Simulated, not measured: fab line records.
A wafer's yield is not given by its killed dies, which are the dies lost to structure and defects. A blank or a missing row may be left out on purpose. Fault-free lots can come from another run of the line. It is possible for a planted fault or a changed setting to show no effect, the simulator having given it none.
Which tool is to blame? || flow gf180mcu || 36 wafers from 12 lots sampled at 6 of the route's 602 steps

== WHAT EACH GAUGE READ, for each wafer ==
GF_M2_RS_MEAS_05: a four-point-probe measurement. Usual: for M2_ALCU_RS the level is 0.0697 ohm/sq and the standard deviation is 0.0008.
{"lot": "L342", "measured": "day 18 18:26", "on": "film metro-01", "M2_ALCU_RS (ohm/sq)": "0.0686 0.0679 0.0687", "flag": ""}
{"lot": "L343", "measured": "day 19 13:29", "on": "film metro-01", "M2_ALCU_RS (ohm/sq)": "0.0684 0.0692 0.0691", "flag": ""}
{"lot": "L345", "measured": "day 20 11:23", "on": "film metro-03", "M2_ALCU_RS (ohm/sq)": "0.0698 0.0687 0.0693", "flag": ""}
{"lot": "L344", "measured": "day 20 13:09", "on": "film metro-01", "M2_ALCU_RS (ohm/sq)": "0.0692 0.0691 0.0694", "flag": ""}
{"lot": "L346", "measured": "day 21 21:51", "on": "film metro-04", "M2_ALCU_RS (ohm/sq)": "0.0701 0.0707 0.0705", "flag": ""}
{"lot": "L348", "measured": "day 22 02:11", "on": "film metro-04", "M2_ALCU_RS (ohm/sq)": "0.0699 0.0692 0.0696", "flag": ""}
{"lot": "L351", "measured": "day 23 04:23", "on": "film metro-03", "M2_ALCU_RS (ohm/sq)": "0.0699 0.0703 0.0702", "flag": ""}
{"lot": "L353", "measured": "day 23 10:39", "on": "film metro-01", "M2_ALCU_RS (ohm/sq)": "0.0708 0.0707 0.0708", "flag": ""}
{"lot": "L355", "measured": "day 24 01:11", "on": "film metro-01", "M2_ALCU_RS (ohm/sq)": "0.0852 0.0852 0.0695", "flag": "OFF"}
{"lot": "L356", "measured": "day 24 08:55", "on": "film metro-03", "M2_ALCU_RS (ohm/sq)": "0.0702 0.0839 0.0691", "flag": "OFF"}
{"lot": "L361", "measured": "day 25 19:02", "on": "film metro-01", "M2_ALCU_RS (ohm/sq)": "0.0696 0.0706 0.0699", "flag": ""}
{"lot": "L362", "measured": "day 25 23:01", "on": "film metro-03", "M2_ALCU_RS (ohm/sq)": "0.0706 0.0714 0.0701", "flag": ""}

GF_M2_THK_MEAS_06: measures by xrf. Usual: for M2_ALCU_THK the level is 449 nm and the standard deviation is 5.9.
{"lot": "L342", "measured": "day 18 18:34", "on": "film metro-01", "M2_ALCU_THK (nm)": "454 464 455", "flag": ""}
{"lot": "L343", "measured": "day 19 13:36", "on": "film metro-01", "M2_ALCU_THK (nm)": "456 456 456", "flag": ""}
{"lot": "L345", "measured": "day 20 11:31", "on": "film metro-03", "M2_ALCU_THK (nm)": "450 456 450", "flag": ""}
{"lot": "L344", "measured": "day 20 13:16", "on": "film metro-01", "M2_ALCU_THK (nm)": "450 452 448", "flag": ""}
{"lot": "L346", "measured": "day 21 21:58", "on": "film metro-04", "M2_ALCU_THK (nm)": "449 444 445", "flag": ""}
{"lot": "L348", "measured": "day 22 02:18", "on": "film metro-04", "M2_ALCU_THK (nm)": "450 455 451", "flag": ""}
{"lot": "L351", "measured": "day 23 04:29", "on": "film metro-03", "M2_ALCU_THK (nm)": "447 445 447", "flag": ""}
{"lot": "L353", "measured": "day 23 10:46", "on": "film metro-01", "M2_ALCU_THK (nm)": "440 442 441", "flag": ""}
{"lot": "L355", "measured": "day 24 01:18", "on": "film metro-01", "M2_ALCU_THK (nm)": "367 366 449", "flag": "OFF"}
{"lot": "L356", "measured": "day 24 09:02", "on": "film metro-03", "M2_ALCU_THK (nm)": "447 374 452", "flag": "OFF"}
{"lot": "L361", "measured": "day 25 19:08", "on": "film metro-01", "M2_ALCU_THK (nm)": "451 444 447", "flag": ""}
{"lot": "L362", "measured": "day 25 23:08", "on": "film metro-03", "M2_ALCU_THK (nm)": "442 438 446", "flag": ""}

GF_V3_CD_MEAS_14: target cd 260 nm. Usual: cd nm reads 260.1 nm (standard deviation 1.1).
{"lot": "L342", "measured": "day 22 23:40", "on": "cd sem-02", "cd nm (nm)": "259.4 259.7 259.7", "flag": ""}
{"lot": "L343", "measured": "day 23 16:53", "on": "cd sem-01", "cd nm (nm)": "262.2 261.4 262.0", "flag": ""}
{"lot": "L345", "measured": "day 24 12:11", "on": "cd sem-02", "cd nm (nm)": "258.6 258.2 258.4", "flag": ""}
{"lot": "L344", "measured": "day 24 14:24", "on": "cd sem-01", "cd nm (nm)": "260.7 261.5 260.6", "flag": ""}
{"lot": "L346", "measured": "day 25 19:53", "on": "cd sem-01", "cd nm (nm)": "261.4 260.3 261.3", "flag": ""}
{"lot": "L348", "measured": "day 26 00:28", "on": "cd sem-01", "cd nm (nm)": "259.7 258.9 259.8", "flag": ""}
{"lot": "L351", "measured": "day 26 23:55", "on": "cd sem-01", "cd nm (nm)": "258.9 259.2 259.7", "flag": ""}
{"lot": "L353", "measured": "day 27 04:43", "on": "cd sem-02", "cd nm (nm)": "260.5 261.6 261.7", "flag": ""}
{"lot": "L355", "measured": "day 27 18:04", "on": "cd sem-02", "cd nm (nm)": "260.1 259.7 261.0", "flag": ""}
{"lot": "L356", "measured": "day 28 00:14", "on": "cd sem-02", "cd nm (nm)": "261.0 261.2 261.1", "flag": ""}
{"lot": "L361", "measured": "day 29 07:29", "on": "cd sem-02", "cd nm (nm)": "259.7 260.1 259.9", "flag": ""}
{"lot": "L362", "measured": "day 29 11:12", "on": "cd sem-02", "cd nm (nm)": "257.9 258.7 258.2", "flag": ""}

== EACH LOT AND THE TOOL THAT RAN IT (in order: tool; ch and the chambers of the sampled wafers; start) ==
{"lot": "L342", "GF_M2_SPUTTER_02": "pvd sputter-04, day 18 18:21", "GF_V2_SPUTTER_22": "pvd sputter-04, day 20 21:41", "GF_M3_SPUTTER_02": "pvd sputter-01, day 20 22:29"}
{"lot": "L343", "GF_M2_SPUTTER_02": "pvd sputter-03, day 19 13:23", "GF_V2_SPUTTER_22": "pvd sputter-04, day 21 15:47", "GF_M3_SPUTTER_02": "pvd sputter-02, day 21 16:32"}
{"lot": "L345", "GF_M2_SPUTTER_02": "pvd sputter-03, day 20 11:18", "GF_V2_SPUTTER_22": "pvd sputter-03, day 22 13:14", "GF_M3_SPUTTER_02": "pvd sputter-02, day 22 13:59"}
{"lot": "L344", "GF_M2_SPUTTER_02": "pvd sputter-03, day 20 13:04", "GF_V2_SPUTTER_22": "pvd sputter-03, day 22 14:47", "GF_M3_SPUTTER_02": "pvd sputter-02, day 22 15:32"}
{"lot": "L346", "GF_M2_SPUTTER_02": "pvd sputter-04, day 21 21:44", "GF_V2_SPUTTER_22": "pvd sputter-04, day 23 22:29", "GF_M3_SPUTTER_02": "pvd sputter-02, day 23 23:15"}
{"lot": "L348", "GF_M2_SPUTTER_02": "pvd sputter-04, day 22 02:05", "GF_V2_SPUTTER_22": "pvd sputter-01, day 24 02:52", "GF_M3_SPUTTER_02": "pvd sputter-04, day 24 03:38"}
{"lot": "L351", "GF_M2_SPUTTER_02": "pvd sputter-04, day 23 04:16", "GF_V2_SPUTTER_22": "pvd sputter-01, day 25 03:10", "GF_M3_SPUTTER_02": "pvd sputter-01, day 25 03:56"}
{"lot": "L353", "GF_M2_SPUTTER_02": "pvd sputter-02, day 23 10:32", "GF_V2_SPUTTER_22": "pvd sputter-01, day 25 08:48", "GF_M3_SPUTTER_02": "pvd sputter-02, day 25 09:34"}
{"lot": "L355", "GF_M2_SPUTTER_02": "pvd sputter-04, day 24 01:05", "GF_V2_SPUTTER_22": "pvd sputter-03, day 25 22:30", "GF_M3_SPUTTER_02": "pvd sputter-01, day 25 23:16"}
{"lot": "L356", "GF_M2_SPUTTER_02": "pvd sputter-04, day 24 08:49", "GF_V2_SPUTTER_22": "pvd sputter-04, day 26 05:11", "GF_M3_SPUTTER_02": "pvd sputter-01, day 26 05:57"}
{"lot": "L361", "GF_M2_SPUTTER_02": "pvd sputter-02, day 25 18:54", "GF_V2_SPUTTER_22": "pvd sputter-04, day 27 13:40", "GF_M3_SPUTTER_02": "pvd sputter-02, day 27 14:26"}
{"lot": "L362", "GF_M2_SPUTTER_02": "pvd sputter-02, day 25 22:56", "GF_V2_SPUTTER_22": "pvd sputter-03, day 27 18:18", "GF_M3_SPUTTER_02": "pvd sputter-04, day 27 19:04"}
- GF_M2_SPUTTER_02: material AlCu, target thk 450 nm, time 23.9 s.
- GF_V2_SPUTTER_22: material TiN, target thk 10 nm, time 40 s.
- GF_M3_SPUTTER_02: material AlCu, target thk 450 nm, time 23.9 s.

== AS READ BY THE TOOLS THEMSELVES (means over the sampled wafers that have a number; for cases with no such wafer, the mark the record gives instead) ==
GF_M2_SPUTTER_02. Usual: throttle valve pct reads 30.3 % (standard deviation 1.2).
{"lot": "L342", "tool": "pvd sputter-04", "throttle valve pct (%)": 30.1, "flag": ""}
{"lot": "L343", "tool": "pvd sputter-03", "throttle valve pct (%)": 30.1, "flag": ""}
{"lot": "L345", "tool": "pvd sputter-03", "throttle valve pct (%)": 30.4, "flag": ""}
{"lot": "L344", "tool": "pvd sputter-03", "throttle valve pct (%)": 30.2, "flag": ""}
{"lot": "L346", "tool": "pvd sputter-04", "throttle valve pct (%)": 30.2, "flag": ""}
{"lot": "L348", "tool": "pvd sputter-04", "throttle valve pct (%)": 30.1, "flag": ""}
{"lot": "L351", "tool": "pvd sputter-04", "throttle valve pct (%)": 30.1, "flag": ""}
{"lot": "L353", "tool": "pvd sputter-02", "throttle valve pct (%)": 30.8, "flag": ""}
{"lot": "L355", "tool": "pvd sputter-04", "throttle valve pct (%)": 29.5, "flag": ""}
{"lot": "L356", "tool": "pvd sputter-04", "throttle valve pct (%)": 30.3, "flag": ""}
{"lot": "L361", "tool": "pvd sputter-02", "throttle valve pct (%)": 29.6, "flag": ""}
{"lot": "L362", "tool": "pvd sputter-02", "throttle valve pct (%)": 29.5, "flag": ""}

GF_V2_SPUTTER_22. Usual: throttle valve pct reads 29.6 % (standard deviation 1.4).
{"lot": "L342", "tool": "pvd sputter-04", "throttle valve pct (%)": 28.6, "flag": ""}
{"lot": "L343", "tool": "pvd sputter-04", "throttle valve pct (%)": 29.6, "flag": ""}
{"lot": "L345", "tool": "pvd sputter-03", "throttle valve pct (%)": 30.2, "flag": ""}
{"lot": "L344", "tool": "pvd sputter-03", "throttle valve pct (%)": 30.2, "flag": ""}
{"lot": "L346", "tool": "pvd sputter-04", "throttle valve pct (%)": 30.9, "flag": ""}
{"lot": "L348", "tool": "pvd sputter-01", "throttle valve pct (%)": 28.9, "flag": ""}
{"lot": "L351", "tool": "pvd sputter-01", "throttle valve pct (%)": 28.4, "flag": ""}
{"lot": "L353", "tool": "pvd sputter-01", "throttle valve pct (%)": 29.2, "flag": ""}
{"lot": "L355", "tool": "pvd sputter-03", "throttle valve pct (%)": 30.5, "flag": ""}
{"lot": "L356", "tool": "pvd sputter-04", "throttle valve pct (%)": 30.2, "flag": ""}
{"lot": "L361", "tool": "pvd sputter-04", "throttle valve pct (%)": 30.2, "flag": ""}
{"lot": "L362", "tool": "pvd sputter-03", "throttle valve pct (%)": 30.5, "flag": ""}

GF_M3_SPUTTER_02. Usual: throttle valve pct reads 29.6 % (standard deviation 1.5).
{"lot": "L342", "tool": "pvd sputter-01", "throttle valve pct (%)": 29.0, "flag": ""}
{"lot": "L343", "tool": "pvd sputter-02", "throttle valve pct (%)": 30.1, "flag": ""}
{"lot": "L345", "tool": "pvd sputter-02", "throttle valve pct (%)": 31.4, "flag": ""}
{"lot": "L344", "tool": "pvd sputter-02", "throttle valve pct (%)": 30.8, "flag": ""}
{"lot": "L346", "tool": "pvd sputter-02", "throttle valve pct (%)": 31.2, "flag": ""}
{"lot": "L348", "tool": "pvd sputter-04", "throttle valve pct (%)": 29.6, "flag": ""}
{"lot": "L351", "tool": "pvd sputter-01", "throttle valve pct (%)": 27.6, "flag": ""}
{"lot": "L353", "tool": "pvd sputter-02", "throttle valve pct (%)": 31.1, "flag": ""}
{"lot": "L355", "tool": "pvd sputter-01", "throttle valve pct (%)": 28.4, "flag": ""}
{"lot": "L356", "tool": "pvd sputter-01", "throttle valve pct (%)": 27.7, "flag": ""}
{"lot": "L361", "tool": "pvd sputter-02", "throttle valve pct (%)": 30.2, "flag": ""}
{"lot": "L362", "tool": "pvd sputter-04", "throttle valve pct (%)": 31.3, "flag": ""}

== THE ANSWER, worked out from the rows above alone ==
Rule: a lot counts as off when the mean over its wafers that have a number is more than 3 standard deviations away from the usual mean. Also off: a lot with no number at a reading for which 4 or more lots have one. All remaining lots with rows at the step are treated as sound. After the gauges, taken in route order, come the tools' own readings; for these a lot's mean is taken, as printed above. At the first step where some lot is off, the reading lying furthest off is the one used; lots without a number count as furthest.
Off: L355, L356, seen at GF_M2_RS_MEAS_05 (M2_ALCU_RS).
If a tool, at a process step before that reading, ran all the lots that are off and no sound lot after the first of them, it fits. The gauges at GF_M2_RS_MEAS_05 are tried like those tools. One fits: pvd sputter-04 at GF_M2_SPUTTER_02. Its last sound lot is L351 (day 23 04:16), its first lot that is off L355 (day 24 01:05): a fault that began between those two fits.

== WHAT WAS PUT IN BY THE SIMULATOR ==
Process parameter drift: pvd sputter-04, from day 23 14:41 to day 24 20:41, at GF_M2_SPUTTER_02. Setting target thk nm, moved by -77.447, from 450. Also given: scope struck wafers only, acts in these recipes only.
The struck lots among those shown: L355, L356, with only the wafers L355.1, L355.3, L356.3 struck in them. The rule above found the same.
